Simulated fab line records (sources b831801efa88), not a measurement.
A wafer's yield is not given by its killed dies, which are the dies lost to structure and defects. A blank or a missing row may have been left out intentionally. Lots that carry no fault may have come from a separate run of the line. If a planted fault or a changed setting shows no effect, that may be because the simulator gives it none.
One fault through the eyes of 2 desks ; flow sky130 ; what lay behind the numbers comes last; until then each desk has only its own

TOOL OWNER'S DESK, implanter-04
The tool's own readings at SKY_LDD_LDN_IMPLANT_11, given as means over the sampled wafers that have a number, one for each lot that went through this tool. A lot is out of limits, marked OUT, if its mean lies more than 4 standard deviations from the usual mean; the brackets give that distance.
Columns: A = beamEnergyKeV at SKY_LDD_LDN_IMPLANT_11, usual 15.000; B = beamOnS at SKY_LDD_LDN_IMPLANT_11, usual 10.01 s; C = faradayCurrentUA at SKY_LDD_LDN_IMPLANT_11, usual 70.4; D = rotationDeg at SKY_LDD_LDN_IMPLANT_11, usual 292.99 degrees
lot;first seen here;A;B;C;D
L906;day 24 21:22;15.001;10.09;69.8;292.99
L916;day 28 08:04;17.942 (+99 or more) OUT;10.02;70.4;293.02
L918;day 28 21:02;17.945 (+99 or more) OUT;10.07;70.0;293.01
L924;day 31 05:11;14.999;9.93;71.1;292.97
This desk's finding: out of limits on L916, L918; first on L916, day 28 08:04 (beamEnergyKeV at SKY_LDD_LDN_IMPLANT_11). In limits: L906, L924.

METROLOGY DESK
Means of the sampled wafers that have a number, per lot and without regard to the tool the lot ran on: this is what the gauges read. A lot is out of limits, marked OUT, if its mean lies more than 4 standard deviations from the usual mean; the brackets give that distance.
Columns: A = LDD_HVP_TW at SKY_LDD_HVP_TW_MEAS_10, usual 457; B = LDD_LDN_OVL at SKY_LDD_LDN_OVL_MEAS_07, usual 1.0 nm
lot;first seen here;A;B
L903;day 22 09:00;456;0.0
L906;day 23 14:46;469;1.8
L916;day 27 03:28;447;3.5
L918;day 27 16:23;454;-0.5
L921;day 28 18:46;465;0.7
L924;day 30 00:26;451;2.6
Result from this desk: across the 6 lots, nothing is out of limits.

BROUGHT TOGETHER
The tool owner's desk had the chance to raise an alarm at day 28 08:04 on L916, L918.
The metrology desk saw nothing out of limits.
The metrology desk has L916, L918 on record, within its limits.
SKY_LDD_LDN_IMPLANT_11 was run on implanter-04 by each of the lots named.

WHAT WAS PUT IN BY THE SIMULATOR
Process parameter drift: implanter-04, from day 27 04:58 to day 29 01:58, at SKY_LDD_LDN_IMPLANT_11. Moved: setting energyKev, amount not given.
Lots struck among those shown: L916, L918.
Each desk's first reading out of limits, in hours after the fault started: the tool owner's desk, 27.
